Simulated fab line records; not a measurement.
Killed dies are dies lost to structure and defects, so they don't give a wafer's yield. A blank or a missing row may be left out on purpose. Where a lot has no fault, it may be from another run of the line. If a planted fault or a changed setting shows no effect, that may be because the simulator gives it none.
A struck lot beside a sound one | flow sky130 | 18 out of 708 route steps
Sound: the wafers L325.3, L325.4, L325.5. The struck wafers were L338.1, L338.5, L338.6. The cause is named last.
Each step with rows lists, per side, the tool, then ch with its chambers, then its first start. Under that, the readings that differ: sound wafers | struck wafers | difference of the means | sigmas: that difference in standard deviations of wafers without a fault.
alike: same words and numbers on both sides, and readings whose means sit less than 2 such deviations apart. not compared: any withheld reading, any reading some wafer has no value for, any bound like >300 that may hide the same value, and any number with overlapping values for which the record gives no deviation.
A row with sigmas, a row that says differs or no value, or rows on one side alone: a step with any of these is where the two part. Non-overlapping numbers with no deviation appear without sigmas and do not part them. A reading missing from all wafers of one side parts the sides only when that side holds two or more wafers.

first, 4 steps without rows for these wafers: SKY_LDD_HVN_SOFTBAKE_03 (time 60 s); SKY_LDD_HVN_EXPOSE_04 (exposes mask HVNTM, target cd 700 nm); SKY_LDD_HVN_PEB_05; SKY_LDD_HVN_DEVELOP_06 (develop time 60 s).
SKY_LDD_HVN_OVL_MEAS_07:
  sound on overlay-01, day 24 05:37; struck on overlay-02, day 28 07:14
reading          | sound        | struck         | difference | sigmas
LDD_HVN_OVL (nm) | -0.4 0.0 0.8 | -1.5 -2.6 -2.9 | -2.5       | -2
after that, 1 step had no rows for these wafers: SKY_LDD_HVN_IMPLANT_08.
SKY_LDD_HVN_STRIP_09: strips in O2/N2.
  sound on plasmaAsher-04 ch 0,1, day 24 05:49; struck on plasmaAsher-04 ch 0,1, day 28 07:25
  alike: drypumpMotorCurrentA, oesProductAu, stripTimeToEndpointS
  not compared: rfHoursCounterH
SKY_LDD_HVN_TW_MEAS_10:
  sound on filmMetro-04, day 24 05:54; struck on filmMetro-03, day 28 07:31
  alike: LDD_HVN_TW
then, 4 steps without rows for these wafers: SKY_LDD_HVP_DEHYDRATE_00 (time 60 s); SKY_LDD_HVP_HMDS_01 (prime time 60 s); SKY_LDD_HVP_COAT_02 (resist thk 300 nm); SKY_LDD_HVP_SOFTBAKE_03 (time 60 s).
SKY_LDD_HVP_EXPOSE_04: exposes mask HVPTM, target cd 700 nm.
  sound on ilineStepper-02 ch 0, day 24 21:11; struck on ilineStepper-01 ch 0, day 28 22:01
reading                       | sound                   | struck            | difference | sigmas
model.LDD_HVP.overlayXNm (nm) | -0.1249 -0.1249 -0.1249 | 166.3 166.3 166.3 | +166.4     | 
  alike: mask, focusOffsetNm
then, 2 steps without rows for these wafers: SKY_LDD_HVP_PEB_05; SKY_LDD_HVP_DEVELOP_06 (develop time 60 s).
SKY_LDD_HVP_OVL_MEAS_07:
  sound on overlay-01, day 25 11:55; struck on overlay-02, day 29 12:21
reading          | sound          | struck            | difference | sigmas
LDD_HVP_OVL (nm) | -2.1 -0.5 -1.7 | 166.4 166.2 166.9 | +167.9     | +99 or more
after that, 1 step had no rows for these wafers: SKY_LDD_HVP_IMPLANT_08.
SKY_PAD_OPEN_PROBE_99:
  the record holds rows for the sound wafers here (prober-02, day 49 02:47) but none for the struck ones

## WHERE THEY PART
First at SKY_LDD_HVN_OVL_MEAS_07; last, within this record, at SKY_PAD_OPEN_PROBE_99.

WHY: whatever the simulator had introduced
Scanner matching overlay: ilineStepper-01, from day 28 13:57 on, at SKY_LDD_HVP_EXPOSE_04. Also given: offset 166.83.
